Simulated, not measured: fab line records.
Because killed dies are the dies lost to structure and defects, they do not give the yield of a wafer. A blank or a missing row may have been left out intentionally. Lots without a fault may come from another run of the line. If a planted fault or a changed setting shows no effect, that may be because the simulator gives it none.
What tool caused it? :: flow sky130 :: Sampling: 6 lots, 18 wafers, 3 of 708 route steps

WHAT THE GAUGES SHOWED, per wafer
SKY_LI_CONTACT_RS_MEAS_22: measures by four-point-probe.
lot: L862
measured: day 29 15:24
on: filmMetro-04
LI_CONTACT_W_RS (ohm/sq): 0.292 0.292 0.295

lot: L864
measured: day 30 05:35
on: filmMetro-03
LI_CONTACT_W_RS (ohm/sq): 0.291 0.296 0.295

lot: L866
measured: day 32 03:28
on: filmMetro-02
LI_CONTACT_W_RS (ohm/sq): 0.294 0.297 0.292

lot: L875
measured: day 35 05:02
on: filmMetro-03
LI_CONTACT_W_RS (ohm/sq): 0.299 0.300 0.303

lot: L877
measured: day 35 17:16
on: filmMetro-04
LI_CONTACT_W_RS (ohm/sq): 0.297 0.297 0.297

lot: L882
measured: day 36 18:21
on: filmMetro-04
LI_CONTACT_W_RS (ohm/sq): 0.297 0.298 0.295

WHAT TOOL EACH LOT RAN ON (gives the tool, then ch and the chambers of the sampled wafers, and finally the start)
lot: L862
SKY_RES_XHIGH_EXPOSE_04: ilineStepper-02 ch 0, day 26 14:09
SKY_LI_CONTACT_CMP_02: cmp-01 ch 1,2,3, day 28 10:44

lot: L864
SKY_RES_XHIGH_EXPOSE_04: ilineStepper-01 ch 0, day 27 01:37
SKY_LI_CONTACT_CMP_02: cmp-01 ch 0,2,3, day 28 21:32

lot: L866
SKY_RES_XHIGH_EXPOSE_04: ilineStepper-02 ch 0, day 29 03:56
SKY_LI_CONTACT_CMP_02: cmp-02 ch 1,2,3, day 30 22:50

lot: L875
SKY_RES_XHIGH_EXPOSE_04: ilineStepper-01 ch 0, day 32 07:51
SKY_LI_CONTACT_CMP_02: cmp-02 ch 0,1,3, day 34 02:11

lot: L877
SKY_RES_XHIGH_EXPOSE_04: ilineStepper-02 ch 0, day 32 21:44
SKY_LI_CONTACT_CMP_02: cmp-01 ch 1,2, day 34 13:26

lot: L882
SKY_RES_XHIGH_EXPOSE_04: ilineStepper-02 ch 0, day 33 22:44
SKY_LI_CONTACT_CMP_02: cmp-02 ch 0,1,3, day 35 15:26
- SKY_RES_XHIGH_EXPOSE_04: exposes mask URPM, target cd 1270 nm.
- SKY_LI_CONTACT_CMP_02: polishes PSG.

THE ANSWER, worked out from the rows above alone
Rule: usual is defined by the lots themselves. Put in order of their means at a reading, lots are off if they are a third of the lots or fewer, leave a main group of 4 or more, and stand apart from it by a gap of 3 or more times the standard deviation of the main group's means; of several such gaps the widest counts. The tables above print the reading to a certain number of digits; a main group whose means all agree to those digits is not used. Also off: a lot with no number at a reading for which 4 or more lots have one. Where the step has rows for the other lots, those lots are counted as sound.
None of the lots is off at any reading shown; this tells nothing.

WHAT WAS PUT IN BY THE SIMULATOR
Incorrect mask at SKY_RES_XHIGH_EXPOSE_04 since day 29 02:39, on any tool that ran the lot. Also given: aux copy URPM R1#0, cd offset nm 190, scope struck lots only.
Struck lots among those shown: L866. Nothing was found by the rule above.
